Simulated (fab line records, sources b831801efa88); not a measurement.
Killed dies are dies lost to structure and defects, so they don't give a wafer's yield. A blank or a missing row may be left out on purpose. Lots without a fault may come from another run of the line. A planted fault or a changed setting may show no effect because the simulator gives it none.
Tool commonality check | flow gf180mcu | 14 lots, 42 wafers sampled

WHY IT WAS OPENED
At GF_HV_LDD_OVL_MEAS_47 the reading HV_LDD_03_OVL is flagged on 2 of 14 lots. Wafers without a fault read -0.3 nm, standard deviation 1.2.
Rule: a lot is flagged when every wafer of it that has a number lies more than 4 standard deviations from that mean, or none has a number. The other lots count as sound.

lot  | measured     | on         | HV_LDD_03_OVL (nm), wafer by wafer | flag
L790 | day 12 07:04 | overlay-01 | -1.3 -0.5 0.2                      |
L791 | day 12 15:56 | overlay-01 | 0.6 -0.1 0.3                       |
L792 | day 12 23:59 | overlay-02 | -0.6 0.3 -0.9                      |
L793 | day 13 06:22 | overlay-02 | 0.5 0.5 -1.0                       |
L794 | day 14 01:56 | overlay-02 | -1.6 0.0 0.0                       |
L795 | day 14 02:06 | overlay-01 | 0.5 -0.7 1.2                       |
L798 | day 15 12:17 | overlay-02 | -0.4 0.8 0.4                       |
L797 | day 15 12:35 | overlay-02 | -1.7 -0.5 -1.5                     |
L805 | day 17 15:28 | overlay-02 | 0.0 1.1 0.3                        |
L806 | day 18 05:57 | overlay-02 | -77.8 -78.1 -78.1                  | FLAGGED
L807 | day 18 10:06 | overlay-02 | -75.2 -76.8 -75.8                  | FLAGGED
L809 | day 18 21:48 | overlay-02 | -1.2 -1.0 -2.1                     |
L812 | day 20 03:14 | overlay-02 | -0.6 -0.7 0.0                      |
L813 | day 20 05:16 | overlay-02 | -1.5 -1.7 -0.2                     |
The numbers of the flagged lots are -77.0 nm on average: -76.7 nm against the usual, or -64 standard deviations.

WHICH TOOL RAN EACH LOT
The record holds 1 process step before the reading, out of a route of 602 steps. In each cell: the tool, then ch and the chambers that the sampled wafers went through, then the start.
lot  | flag    | GF_HV_LDD_EXPOSE_43
L790 |         | iline_stepper-01 ch 0, day 11 22:01
L791 |         | iline_stepper-02 ch 0, day 12 07:09
L792 |         | iline_stepper-02 ch 0, day 12 14:40
L793 |         | iline_stepper-01 ch 0, day 12 20:54
L794 |         | iline_stepper-02 ch 0, day 13 15:40
L795 |         | iline_stepper-02 ch 0, day 13 15:58
L798 |         | iline_stepper-02 ch 0, day 15 01:43
L797 |         | iline_stepper-01 ch 0, day 15 01:58
L805 |         | iline_stepper-02 ch 0, day 17 03:48
L806 | FLAGGED | iline_stepper-02 ch 0, day 17 18:22
L807 | FLAGGED | iline_stepper-02 ch 0, day 17 21:59
L809 |         | iline_stepper-01 ch 0, day 18 09:49
L812 |         | iline_stepper-01 ch 0, day 19 15:07
L813 |         | iline_stepper-01 ch 0, day 19 17:21
What these steps do:
- GF_HV_LDD_EXPOSE_43: exposes mask Pplus HV AREA, target cd 400 nm.
- GF_HV_LDD_OVL_MEAS_47

FLAGGED OVER TOTAL, TOOL BY TOOL (the gauges that took the reading come last)
step                  | tool             | lots run | flagged | share of the flagged lots | sound lots run after its first flagged lot
GF_HV_LDD_EXPOSE_43   | iline_stepper-01 | 6        | 0       | none                      | -
GF_HV_LDD_EXPOSE_43   | iline_stepper-02 | 8        | 2       | all                       | 0
GF_HV_LDD_OVL_MEAS_47 | overlay-01       | 3        | 0       | none                      | -
GF_HV_LDD_OVL_MEAS_47 | overlay-02       | 11       | 2       | all                       | 3 (L809,L812,L813)

WHAT THE TABLE ALLOWS
2 rows of the table ran every flagged lot: iline_stepper-02 at GF_HV_LDD_EXPOSE_43, overlay-02 at GF_HV_LDD_OVL_MEAS_47.
- iline_stepper-02 at GF_HV_LDD_EXPOSE_43: 2 of its 8 lots flagged. Its last sound lot is L805 (day 17 03:48), its first flagged lot L806 (day 17 18:22): a fault that began between those two fits.
- overlay-02 at GF_HV_LDD_OVL_MEAS_47: 2 of its 11 lots flagged. Sound lots ran on it after the first flagged one (L809, L812, L813), which a lasting fault on the whole tool wouldn't allow.
One tool is left: iline_stepper-02 at GF_HV_LDD_EXPOSE_43.

WHAT THE SIMULATOR HAD PUT IN
Scanner matching overlay: iline_stepper-02, from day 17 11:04 on, at GF_HV_LDD_EXPOSE_43. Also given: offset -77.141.
Lots struck among those shown: L806, L807. The rule above found the same.
